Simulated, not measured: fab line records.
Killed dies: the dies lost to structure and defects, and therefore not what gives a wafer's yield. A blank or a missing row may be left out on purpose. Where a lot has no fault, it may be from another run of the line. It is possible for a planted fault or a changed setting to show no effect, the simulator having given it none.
Which of the tools did it? | flow sky130 | Sampling: 11 lots, 33 wafers, 4 of 708 route steps

## WHAT EACH GAUGE READ, for each wafer
SKY_VT_ADJUST_NCORE_OVL_MEAS_08. Usual: VT_ADJUST_NCORE_OVL -1.3 nm, standard deviation 1.3.
lot  | measured     | on         | VT_ADJUST_NCORE_OVL (nm) | flag
L415 | day 8 18:15  | overlay-01 | 0.5 0.0 0.5              |
L416 | day 9 01:17  | overlay-02 | -1.9 0.2 -0.7            |
L419 | day 10 02:20 | overlay-02 | -2.1 -1.5 -2.2           |
L423 | day 11 04:48 | overlay-01 | -2.8 -1.0 -0.2           |
L424 | day 11 06:59 | overlay-01 | -2.2 -1.2 -2.4           |
L427 | day 12 22:50 | overlay-02 | -1.8 -2.2 -1.3           |
L429 | day 13 07:32 | overlay-02 | 0.8 0.1 -0.6             |
L430 | day 13 10:05 | overlay-02 | -3.6 -2.8 -3.9           |
L433 | day 14 02:14 | overlay-02 | -0.3 0.7 -0.2            |
L434 | day 14 13:00 | overlay-01 | -1.0 -1.3 0.1            |
L435 | day 14 18:29 | overlay-02 | -1.8 -0.5 -0.7           |

SKY_LDD_P_TW_MEAS_11. Usual: LDD_P_TW 640, standard deviation 4.6.
lot  | measured     | on            | LDD_P_TW                | flag
L415 | day 19 02:27 | film_metro-01 | 632 629 630             |
L416 | day 19 15:28 | film_metro-01 | 638 627 632             |
L419 | day 21 12:08 | film_metro-04 | 645 643 642             |
L423 | day 22 14:20 | film_metro-02 | 622 643 619 620 643 621 |
L424 | day 22 13:05 | film_metro-02 | 643 619 620 641 622 619 |
L427 | day 24 17:10 | film_metro-04 | 644 644 640             |
L429 | day 25 02:55 | film_metro-01 | 637 635 634             |
L430 | day 25 09:16 | film_metro-04 | 645 642 644             |
L433 | day 25 19:26 | film_metro-01 | 632 633 638             |
L434 | day 26 07:05 | film_metro-01 | 640 637 639             |
L435 | day 26 12:20 | film_metro-02 | 637 639 640             |

## EACH LOT AND THE TOOL THAT RAN IT (in order: tool; ch and the chambers of the sampled wafers; start)
lot  | SKY_LDD_N_STRIP_16                   | SKY_LDD_P_IMPLANT_09
L415 | plasma_asher-03 ch 0,1, day 17 19:59 | implanter-04 ch 0, day 19 02:14
L416 | plasma_asher-03 ch 0,1, day 18 07:07 | implanter-02 ch 0, day 19 15:14
L419 | plasma_asher-03 ch 0,1, day 20 05:48 | implanter-03 ch 0, day 21 11:53
L423 | plasma_asher-01 ch 1, day 21 07:36   | implanter-02 ch 0, day 22 14:05
L424 | plasma_asher-03 ch 0,1, day 21 06:18 | implanter-02 ch 0, day 22 12:50
L427 | plasma_asher-03 ch 0,1, day 23 10:57 | implanter-04 ch 0, day 24 16:55
L429 | plasma_asher-03 ch 0,1, day 23 21:03 | implanter-02 ch 0, day 25 02:40
L430 | plasma_asher-03 ch 0,1, day 24 02:29 | implanter-02 ch 0, day 25 08:56
L433 | plasma_asher-02 ch 0,1, day 24 13:38 | implanter-02 ch 0, day 25 19:11
L434 | plasma_asher-02 ch 0,1, day 25 02:02 | implanter-02 ch 0, day 26 06:52
L435 | plasma_asher-02 ch 1, day 25 07:08   | implanter-03 ch 0, day 26 12:05
- SKY_LDD_N_STRIP_16: strips in O2/N2.
- SKY_LDD_P_IMPLANT_09

## AS READ BY THE TOOLS THEMSELVES (means over the sampled wafers that have a number; for cases with no such wafer, the mark the record gives instead)
SKY_LDD_N_STRIP_16. Usual: drypump_motor_current_A 5.5 A, standard deviation 0.52; oes_product_au 0.407 a.u., standard deviation 0.0045; strip_time_to_endpoint_s 4.315 s, standard deviation 0.017.
lot  | tool            | drypump_motor_current_A (A) | oes_product_au (a.u.) | strip_time_to_endpoint_s (s) | flag
L415 | plasma_asher-03 | 5.3                         | 0.403                 | 4.310                        |
L416 | plasma_asher-03 | 5.6                         | 0.410                 | 4.313                        |
L419 | plasma_asher-03 | 5.3                         | 0.404                 | 4.306                        |
L423 | plasma_asher-01 | 6.3                         | 0.408                 | 4.325                        |
L424 | plasma_asher-03 | 5.2                         | 0.413                 | 4.319                        |
L427 | plasma_asher-03 | 5.6                         | 0.408                 | 4.335                        |
L429 | plasma_asher-03 | 5.6                         | 0.405                 | 4.319                        |
L430 | plasma_asher-03 | 5.3                         | 0.407                 | 4.334                        |
L433 | plasma_asher-02 | 5.7                         | 0.406                 | 4.310                        |
L434 | plasma_asher-02 | 5.7                         | 0.409                 | 4.343                        |
L435 | plasma_asher-02 | 5.7                         | 0.407                 | 4.319                        |

SKY_LDD_P_IMPLANT_09. Usual: 5.04e-06 Torr for end_station_pressure_torr, sd 2.7e-07.
lot  | tool         | end_station_pressure_torr (Torr) | flag
L415 | implanter-04 | 5.08e-06                         |
L416 | implanter-02 | 4.92e-06                         |
L419 | implanter-03 | 5.10e-06                         |
L423 | implanter-02 | 4.80e-06                         |
L424 | implanter-02 | 4.93e-06                         |
L427 | implanter-04 | 5.08e-06                         |
L429 | implanter-02 | 5.18e-06                         |
L430 | implanter-02 | 5.20e-06                         |
L433 | implanter-02 | 5.07e-06                         |
L434 | implanter-02 | 5.24e-06                         |
L435 | implanter-03 | 5.35e-06                         |

## THE ANSWER, worked out from the rows above alone
Rule: take the mean of a lot's wafers that have a number; if it is more than 3 standard deviations from the usual mean, the lot is off. Also off: a lot with no number at a reading for which 4 or more lots have one. The other lots that the step has rows for count as sound. Order of review: gauges by route order, followed by the tools' own readings, for which a lot's mean as printed above is used. At the first step where some lot is off, the reading lying furthest off is the one used; lots without a number count as furthest.
None of the lots is off at any reading shown; this tells nothing.

## WHAT THE SIMULATOR PUT IN
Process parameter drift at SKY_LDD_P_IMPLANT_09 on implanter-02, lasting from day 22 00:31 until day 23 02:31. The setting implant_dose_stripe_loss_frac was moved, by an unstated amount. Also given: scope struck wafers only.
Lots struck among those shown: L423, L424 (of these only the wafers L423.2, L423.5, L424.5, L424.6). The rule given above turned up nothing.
